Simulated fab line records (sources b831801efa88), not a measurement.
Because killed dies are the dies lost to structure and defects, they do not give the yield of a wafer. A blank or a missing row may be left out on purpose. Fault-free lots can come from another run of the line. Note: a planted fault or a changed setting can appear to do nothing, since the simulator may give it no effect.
Which of the tools did it? | flow gf180mcu | 14 lots with 42 wafers sampled at 4 steps, on a route of 602 steps

== WHAT THE GAUGES SHOWED, per wafer ==
GF_TOP_METAL_RS_MEAS_05: measures by four-point-probe. Usual: for TOP_METAL_ALCU_RS the level is 0.0328 ohm/sq and the standard deviation is 0.00035.
lot  | measured     | on            | TOP_METAL_ALCU_RS (ohm/sq) | flag
L144 | day 27 08:06 | film-metro-01 | 0.0330 0.0330 0.0330       |
L145 | day 27 16:34 | film-metro-03 | 0.0331 0.0331 0.0335       |
L146 | day 27 19:10 | film-metro-01 | 0.0328 0.0324 0.0322       |
L147 | day 28 01:47 | film-metro-01 | 0.0324 0.0327 0.0325       |
L148 | day 28 12:14 | film-metro-01 | 0.0328 0.0325 0.0324       |
L149 | day 28 23:03 | film-metro-01 | 0.0328 0.0327 0.0329       |
L155 | day 30 12:50 | film-metro-03 | 0.0328 0.0331 0.0330       |
L156 | day 31 02:18 | film-metro-03 | 0.0325 0.0327 0.0327       |
L157 | day 31 02:40 | film-metro-02 | 0.0334 0.0337 0.0334       |
L161 | day 32 04:06 | film-metro-02 | 0.0330 0.0327 0.0332       |
L162 | day 32 08:34 | film-metro-03 | 0.0328 0.0330 0.0331       |
L163 | day 32 16:46 | film-metro-01 | 0.0324 0.0320 0.0324       |
L166 | day 33 06:28 | film-metro-02 | 0.0322 0.0323 0.0321       |
L167 | day 33 12:10 | film-metro-01 | 0.0326 0.0321 0.0323       |

== TOOL THAT RAN EACH LOT (tool first, then ch and the chambers of the sampled wafers, then the start) ==
lot  | GF_SAB_ETCH_11                     | GF_TOP_METAL_SPUTTER_00      | GF_TOP_METAL_SPUTTER_03
L144 | rie-diel-03 ch 0,1, day 15 06:53   | pvd-sputter-04, day 27 07:52 | pvd-sputter-04, day 27 08:02
L145 | rie-diel-04 ch 1,2, day 15 16:29   | pvd-sputter-01, day 27 16:19 | pvd-sputter-01, day 27 16:29
L146 | rie-diel-03 ch 0,3, day 15 17:45   | pvd-sputter-04, day 27 18:54 | pvd-sputter-04, day 27 19:05
L147 | rie-diel-01 ch 0,1,2, day 16 02:29 | pvd-sputter-02, day 28 01:34 | pvd-sputter-02, day 28 01:44
L148 | rie-diel-03 ch 0,1,3, day 16 13:53 | pvd-sputter-01, day 28 12:00 | pvd-sputter-01, day 28 12:10
L149 | rie-diel-01 ch 0,2, day 17 00:53   | pvd-sputter-01, day 28 22:50 | pvd-sputter-01, day 28 23:00
L155 | rie-diel-04 ch 1,2,3, day 18 23:29 | pvd-sputter-01, day 30 12:37 | pvd-sputter-01, day 30 12:47
L156 | rie-diel-03 ch 0,3, day 19 12:59   | pvd-sputter-02, day 31 02:04 | pvd-sputter-02, day 31 02:14
L157 | rie-diel-03 ch 0,1,3, day 19 16:26 | pvd-sputter-01, day 31 02:27 | pvd-sputter-01, day 31 02:37
L161 | rie-diel-01 ch 1,3, day 21 03:50   | pvd-sputter-04, day 32 03:50 | pvd-sputter-04, day 32 04:01
L162 | rie-diel-01 ch 0,1,2, day 21 09:59 | pvd-sputter-01, day 32 08:21 | pvd-sputter-01, day 32 08:31
L163 | rie-diel-01 ch 0,1, day 21 19:41   | pvd-sputter-04, day 32 16:31 | pvd-sputter-04, day 32 16:41
L166 | rie-diel-01 ch 0,1,3, day 22 17:35 | pvd-sputter-04, day 33 06:13 | pvd-sputter-04, day 33 06:23
L167 | rie-diel-01 ch 0,2,3, day 23 03:38 | pvd-sputter-04, day 33 11:55 | pvd-sputter-04, day 33 12:05
- GF_SAB_ETCH_11: etches SiO2 in C4F8/O2/Ar, target depth 55 nm, time 8.5 s.
- GF_TOP_METAL_SPUTTER_00: material Ti, target thk 37.5 nm, time 150 s.
- GF_TOP_METAL_SPUTTER_03: material Ti, target thk 5 nm, time 3.3 s.

== WHAT THE TOOLS THEMSELVES READ (means of the sampled wafers that have a number; where no wafer has one, the mark that the record gives instead) ==
GF_SAB_ETCH_11. Usual: oes-product-au 1.000 a.u., standard deviation 0.0074.
lot  | tool        | oes-product-au (a.u.) | flag
L144 | rie-diel-03 | 0.996                 |
L145 | rie-diel-04 | 0.993                 |
L146 | rie-diel-03 | 1.007                 |
L147 | rie-diel-01 | 1.000                 |
L148 | rie-diel-03 | 1.001                 |
L149 | rie-diel-01 | 1.001                 |
L155 | rie-diel-04 | 1.001                 |
L156 | rie-diel-03 | 1.006                 |
L157 | rie-diel-03 | 1.000                 |
L161 | rie-diel-01 | 1.003                 |
L162 | rie-diel-01 | 1.003                 |
L163 | rie-diel-01 | 0.995                 |
L166 | rie-diel-01 | 0.999                 |
L167 | rie-diel-01 | 0.997                 |

GF_TOP_METAL_SPUTTER_00. Usual: chamber-pressure-pa 2.000 Pa, standard deviation 0.0043; throttle-valve-pct 30.4 %, standard deviation 0.97.
lot  | tool           | chamber-pressure-pa (Pa) | throttle-valve-pct (%) | flag
L144 | pvd-sputter-04 | 1.998                    | 31.1                   |
L145 | pvd-sputter-01 | 1.996                    | 30.1                   |
L146 | pvd-sputter-04 | 2.003                    | 31.3                   |
L147 | pvd-sputter-02 | 2.002                    | 31.2                   |
L148 | pvd-sputter-01 | 2.002                    | 28.8                   |
L149 | pvd-sputter-01 | 2.003                    | 29.5                   |
L155 | pvd-sputter-01 | 2.000                    | 29.7                   |
L156 | pvd-sputter-02 | 1.998                    | 30.9                   |
L157 | pvd-sputter-01 | 2.002                    | 30.1                   |
L161 | pvd-sputter-04 | 2.002                    | 30.8                   |
L162 | pvd-sputter-01 | 2.004                    | 28.9                   |
L163 | pvd-sputter-04 | 1.996                    | 31.0                   |
L166 | pvd-sputter-04 | 1.999                    | 31.2                   |
L167 | pvd-sputter-04 | 1.998                    | 30.5                   |

GF_TOP_METAL_SPUTTER_03. Usual: chamber-pressure-pa 0.3000 Pa, standard deviation 0.00059; throttle-valve-pct 30.4 %, standard deviation 0.96.
lot  | tool           | chamber-pressure-pa (Pa) | throttle-valve-pct (%) | flag
L144 | pvd-sputter-04 | 0.3001                   | 31.1                   |
L145 | pvd-sputter-01 | 0.3002                   | 30.0                   |
L146 | pvd-sputter-04 | 0.3000                   | 31.4                   |
L147 | pvd-sputter-02 | 0.2995                   | 31.1                   |
L148 | pvd-sputter-01 | 0.2998                   | 28.9                   |
L149 | pvd-sputter-01 | 0.3001                   | 29.4                   |
L155 | pvd-sputter-01 | 0.3001                   | 29.8                   |
L156 | pvd-sputter-02 | 0.3000                   | 30.9                   |
L157 | pvd-sputter-01 | 0.2999                   | 30.1                   |
L161 | pvd-sputter-04 | 0.3011                   | 30.7                   |
L162 | pvd-sputter-01 | 0.2999                   | 28.8                   |
L163 | pvd-sputter-04 | 0.3000                   | 30.9                   |
L166 | pvd-sputter-04 | 0.2999                   | 31.0                   |
L167 | pvd-sputter-04 | 0.2996                   | 30.6                   |

== THE ANSWER, worked out from the rows above alone ==
Rule: lot off if the mean of its wafers having a number is beyond 3 standard deviations from the usual mean. Also off: a lot with no number at a reading for which 4 or more lots have one. Any other lot the step has rows for is counted as sound. The gauges are gone through in route order, then the tools' own readings, and for those a lot's mean is taken as printed above. At the first step where some lot is off, the reading lying furthest off is the one used; lots without a number count as furthest.
No lot is off at any reading shown: from this, nothing can be told.

== WHAT WAS PUT IN BY THE SIMULATOR ==
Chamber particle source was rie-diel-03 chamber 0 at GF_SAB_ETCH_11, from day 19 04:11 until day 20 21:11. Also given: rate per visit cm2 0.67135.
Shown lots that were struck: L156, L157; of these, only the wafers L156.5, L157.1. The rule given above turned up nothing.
